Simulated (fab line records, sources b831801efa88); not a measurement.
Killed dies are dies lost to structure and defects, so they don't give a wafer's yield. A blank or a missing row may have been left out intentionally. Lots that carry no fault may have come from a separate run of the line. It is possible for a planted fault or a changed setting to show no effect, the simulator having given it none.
The tool behind it: which one? / flow gf180mcu / 12 lots with 34 wafers sampled at 5 steps, on a route of 602 steps

== WHAT EACH GAUGE READ, for each wafer ==
GF_MVSD_TW_MEAS_11. Usual: for MVSD_TW the level is 1581 and the standard deviation is 7.
lot=L630; measured=day 4 13:57; on=film metro-01; MVSD_TW=1573 1577 1576; flag=
lot=L632; measured=day 4 23:47; on=film metro-04; MVSD_TW=1585 1586 1594; flag=
lot=L635; measured=day 5 15:26; on=film metro-04; MVSD_TW=1590 1585 1587; flag=
lot=L636; measured=day 5 22:16; on=film metro-04; MVSD_TW=1594 1599 1598; flag=
lot=L637; measured=day 6 01:52; on=film metro-01; MVSD_TW=1579 1583 1579; flag=
lot=L639; measured=day 6 19:23; on=film metro-01; MVSD_TW=1585 1575 1577; flag=
lot=L640; measured=day 7 01:55; on=film metro-01; MVSD_TW=1573 1581 1580; flag=
lot=L645; measured=day 8 03:40; on=film metro-02; MVSD_TW=1753 1582; flag=OFF
lot=L646; measured=day 8 15:20; on=film metro-04; MVSD_TW=1751 1573 1579; flag=OFF
lot=L648; measured=day 8 21:23; on=film metro-02; MVSD_TW=1747 1584; flag=OFF
lot=L652; measured=day 9 17:31; on=film metro-04; MVSD_TW=1580 1577 1579; flag=
lot=L653; measured=day 10 04:20; on=film metro-01; MVSD_TW=1584 1584 1578; flag=

GF_VT_IMPLANT_RS_MEAS_46: the measuring method here is four-point-probe. Usual: for MVSD_RS the level is 457.2 ohm/sq and the standard deviation is 1.
lot=L630; measured=day 7 15:43; on=film metro-01; MVSD_RS (ohm/sq)=457.0 457.6 455.8; flag=
lot=L632; measured=day 8 04:03; on=film metro-01; MVSD_RS (ohm/sq)=455.7 455.2 455.9; flag=
lot=L635; measured=day 8 22:54; on=film metro-04; MVSD_RS (ohm/sq)=457.2 457.5 458.0; flag=
lot=L636; measured=day 9 06:27; on=film metro-02; MVSD_RS (ohm/sq)=457.0 456.5 457.0; flag=
lot=L637; measured=day 9 10:14; on=film metro-01; MVSD_RS (ohm/sq)=456.3 457.7 457.5; flag=
lot=L639; measured=day 10 07:11; on=film metro-01; MVSD_RS (ohm/sq)=457.0 457.6 457.7; flag=
lot=L640; measured=day 10 14:35; on=film metro-04; MVSD_RS (ohm/sq)=457.7 457.3 457.8; flag=
lot=L645; measured=day 11 21:52; on=film metro-01; MVSD_RS (ohm/sq)=386.2 458.4; flag=OFF
lot=L646; measured=day 12 11:04; on=film metro-01; MVSD_RS (ohm/sq)=385.5 458.1 458.0; flag=OFF
lot=L648; measured=day 12 18:52; on=film metro-02; MVSD_RS (ohm/sq)=384.1 454.8; flag=OFF
lot=L652; measured=day 13 18:16; on=film metro-01; MVSD_RS (ohm/sq)=458.2 457.4 457.5; flag=
lot=L653; measured=day 14 06:25; on=film metro-02; MVSD_RS (ohm/sq)=456.2 458.0 457.4; flag=

GF_HV_LDD_OVL_MEAS_32. Usual: for HV_LDD_02_OVL the level is -0.4 nm and the standard deviation is 1.6.
lot=L630; measured=day 11 16:19; on=overlay-02; HV_LDD_02_OVL (nm)=0.1 -0.5 1.0; flag=
lot=L632; measured=day 12 06:26; on=overlay-02; HV_LDD_02_OVL (nm)=-3.1 -1.5 -0.4; flag=
lot=L635; measured=day 13 06:58; on=overlay-02; HV_LDD_02_OVL (nm)=-1.1 -2.1 1.4; flag=
lot=L636; measured=day 13 13:16; on=overlay-02; HV_LDD_02_OVL (nm)=-0.6 0.4 0.1; flag=
lot=L637; measured=day 13 16:41; on=overlay-02; HV_LDD_02_OVL (nm)=-0.3 1.3 -0.2; flag=
lot=L639; measured=day 14 18:07; on=overlay-01; HV_LDD_02_OVL (nm)=-2.2 -1.1 -1.5; flag=
lot=L640; measured=day 15 04:07; on=overlay-01; HV_LDD_02_OVL (nm)=-1.4 1.9 -0.8; flag=
lot=L645; measured=day 16 18:31; on=overlay-01; HV_LDD_02_OVL (nm)=-1.7 -2.1; flag=
lot=L646; measured=day 17 06:25; on=overlay-01; HV_LDD_02_OVL (nm)=-0.7 -1.9 -0.7; flag=
lot=L648; measured=day 17 16:32; on=overlay-02; HV_LDD_02_OVL (nm)=-1.4 0.2; flag=
lot=L652; measured=day 18 21:00; on=overlay-02; HV_LDD_02_OVL (nm)=2.8 1.7 2.7; flag=
lot=L653; measured=day 19 09:14; on=overlay-01; HV_LDD_02_OVL (nm)=-1.6 -1.0 -1.7; flag=

== WHAT TOOL EACH LOT RAN ON (gives the tool, then ch and the chambers of the sampled wafers, and finally the start) ==
lot=L630; GF_MVSD_IMPLANT_08=implanter-01 ch 0, day 4 13:33; GF_VT_IMPLANT_STRIP_20=plasma asher-04 ch 0, day 6 09:07
lot=L632; GF_MVSD_IMPLANT_08=implanter-01 ch 0, day 4 23:25; GF_VT_IMPLANT_STRIP_20=plasma asher-02 ch 0,1, day 6 20:02
lot=L635; GF_MVSD_IMPLANT_08=implanter-02 ch 0, day 5 15:04; GF_VT_IMPLANT_STRIP_20=plasma asher-04 ch 0,1, day 7 13:38
lot=L636; GF_MVSD_IMPLANT_08=implanter-01 ch 0, day 5 21:53; GF_VT_IMPLANT_STRIP_20=plasma asher-01 ch 0,1, day 7 20:58
lot=L637; GF_MVSD_IMPLANT_08=implanter-01 ch 0, day 6 01:31; GF_VT_IMPLANT_STRIP_20=plasma asher-02 ch 0,1, day 8 00:15
lot=L639; GF_MVSD_IMPLANT_08=implanter-01 ch 0, day 6 19:02; GF_VT_IMPLANT_STRIP_20=plasma asher-01 ch 0,1, day 8 19:17
lot=L640; GF_MVSD_IMPLANT_08=implanter-01 ch 0, day 7 01:32; GF_VT_IMPLANT_STRIP_20=plasma asher-04 ch 0,1, day 9 02:31
lot=L645; GF_MVSD_IMPLANT_08=implanter-01 ch 0, day 8 03:16; GF_VT_IMPLANT_STRIP_20=plasma asher-02 ch 0,1, day 10 07:48
lot=L646; GF_MVSD_IMPLANT_08=implanter-01 ch 0, day 8 14:58; GF_VT_IMPLANT_STRIP_20=plasma asher-02 ch 0,1, day 10 19:49
lot=L648; GF_MVSD_IMPLANT_08=implanter-01 ch 0, day 8 21:01; GF_VT_IMPLANT_STRIP_20=plasma asher-01 ch 0,1, day 11 03:39
lot=L652; GF_MVSD_IMPLANT_08=implanter-03 ch 0, day 9 17:07; GF_VT_IMPLANT_STRIP_20=plasma asher-04 ch 0,1, day 12 00:43
lot=L653; GF_MVSD_IMPLANT_08=implanter-02 ch 0, day 10 03:56; GF_VT_IMPLANT_STRIP_20=plasma asher-02 ch 0,1, day 12 13:48
- GF_MVSD_IMPLANT_08
- GF_VT_IMPLANT_STRIP_20: strips in O2/N2.

== AS READ BY THE TOOLS THEMSELVES (means over the sampled wafers that have a number; for cases with no such wafer, the mark the record gives instead) ==
GF_MVSD_IMPLANT_08. Usual: beam on s 9.97 s, standard deviation 0.21; faraday current uA 90.5, standard deviation 1.8.
lot=L630; tool=implanter-01; beam on s (s)=10.15; faraday current uA=89.0; flag=
lot=L632; tool=implanter-01; beam on s (s)=9.93; faraday current uA=91.0; flag=
lot=L635; tool=implanter-02; beam on s (s)=9.84; faraday current uA=91.8; flag=
lot=L636; tool=implanter-01; beam on s (s)=9.90; faraday current uA=91.2; flag=
lot=L637; tool=implanter-01; beam on s (s)=10.17; faraday current uA=88.8; flag=
lot=L639; tool=implanter-01; beam on s (s)=10.00; faraday current uA=90.3; flag=
lot=L640; tool=implanter-01; beam on s (s)=9.98; faraday current uA=90.5; flag=
lot=L645; tool=implanter-01; beam on s (s)=12.17; faraday current uA=76.6; flag=OFF
lot=L646; tool=implanter-01; beam on s (s)=11.54; faraday current uA=80.7; flag=OFF
lot=L648; tool=implanter-01; beam on s (s)=11.96; faraday current uA=77.8; flag=OFF
lot=L652; tool=implanter-03; beam on s (s)=9.82; faraday current uA=91.9; flag=
lot=L653; tool=implanter-02; beam on s (s)=10.06; faraday current uA=89.8; flag=

GF_VT_IMPLANT_STRIP_20. Usual: drypump motor current A 5.8 A, standard deviation 0.42; heater power w 332 W, standard deviation 36; oes product au 0.716 a.u., standard deviation 0.0043; platen temp c 249.99 C, standard deviation 0.18; strip time to endpoint s 12.66 s, standard deviation 0.032.
lot=L630; tool=plasma asher-04; drypump motor current A (A)=5.2; heater power w (W)=301; oes product au (a.u.)=0.717; platen temp c (C)=249.89; strip time to endpoint s (s)=12.68; flag=
lot=L632; tool=plasma asher-02; drypump motor current A (A)=6.3; heater power w (W)=319; oes product au (a.u.)=0.717; platen temp c (C)=250.03; strip time to endpoint s (s)=12.64; flag=
lot=L635; tool=plasma asher-04; drypump motor current A (A)=5.3; heater power w (W)=307; oes product au (a.u.)=0.716; platen temp c (C)=249.93; strip time to endpoint s (s)=12.69; flag=
lot=L636; tool=plasma asher-01; drypump motor current A (A)=5.5; heater power w (W)=336; oes product au (a.u.)=0.712; platen temp c (C)=249.94; strip time to endpoint s (s)=12.62; flag=
lot=L637; tool=plasma asher-02; drypump motor current A (A)=6.3; heater power w (W)=323; oes product au (a.u.)=0.719; platen temp c (C)=250.23; strip time to endpoint s (s)=12.66; flag=
lot=L639; tool=plasma asher-01; drypump motor current A (A)=5.6; heater power w (W)=367; oes product au (a.u.)=0.717; platen temp c (C)=250.15; strip time to endpoint s (s)=12.67; flag=
lot=L640; tool=plasma asher-04; drypump motor current A (A)=5.3; heater power w (W)=307; oes product au (a.u.)=0.714; platen temp c (C)=250.07; strip time to endpoint s (s)=12.67; flag=
lot=L645; tool=plasma asher-02; drypump motor current A (A)=6.3; heater power w (W)=330; oes product au (a.u.)=0.716; platen temp c (C)=250.01; strip time to endpoint s (s)=12.66; flag=
lot=L646; tool=plasma asher-02; drypump motor current A (A)=6.3; heater power w (W)=337; oes product au (a.u.)=0.713; platen temp c (C)=249.79; strip time to endpoint s (s)=12.67; flag=
lot=L648; tool=plasma asher-01; drypump motor current A (A)=5.6; heater power w (W)=348; oes product au (a.u.)=0.718; platen temp c (C)=249.81; strip time to endpoint s (s)=12.71; flag=
lot=L652; tool=plasma asher-04; drypump motor current A (A)=5.3; heater power w (W)=305; oes product au (a.u.)=0.716; platen temp c (C)=249.90; strip time to endpoint s (s)=12.62; flag=
lot=L653; tool=plasma asher-02; drypump motor current A (A)=6.3; heater power w (W)=340; oes product au (a.u.)=0.717; platen temp c (C)=250.10; strip time to endpoint s (s)=12.60; flag=

== THE ANSWER, worked out from the rows above alone ==
Rule: a lot is off if the mean of its wafers that have a number lies more than 3 standard deviations from the usual mean. A lot without any number at a reading at which 4 lots or more have one is off too. Where the step has rows for the other lots, those lots are counted as sound. Order of review: gauges by route order, followed by the tools' own readings, for which a lot's mean as printed above is used. The first step at which some lot is off is used, and at that step the reading that is off furthest; a lot without a number counts as furthest.
Off: L645, L646, L648, seen at GF_MVSD_TW_MEAS_11 (MVSD_TW).
If a tool, at a process step before that reading, ran all the lots that are off and no sound lot after the first of them, it fits. Not tried: the gauges at GF_MVSD_TW_MEAS_11; whatever is off there is also off at GF_MVSD_IMPLANT_08, on other tools, and gauge error can't account for it. One candidate fits, namely implanter-01 at GF_MVSD_IMPLANT_08. A fault onset in the window from L640 (day 7 01:32, its last sound lot) to L645 (day 8 03:16, its first lot off) fits.
The tool's own readings at GF_MVSD_IMPLANT_08 bear it out: on the lots that are off they differ by more than 5 times the standard deviation of the sound lots' means. beam on s reads 11.89 s there against 9.98 s on the sound lots; faraday current uA reads 78.4 there against 90.5 on the sound lots.

== WHAT WAS PUT IN BY THE SIMULATOR ==
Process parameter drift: implanter-01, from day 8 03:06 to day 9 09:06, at GF_MVSD_IMPLANT_08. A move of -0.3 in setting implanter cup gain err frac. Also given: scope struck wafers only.
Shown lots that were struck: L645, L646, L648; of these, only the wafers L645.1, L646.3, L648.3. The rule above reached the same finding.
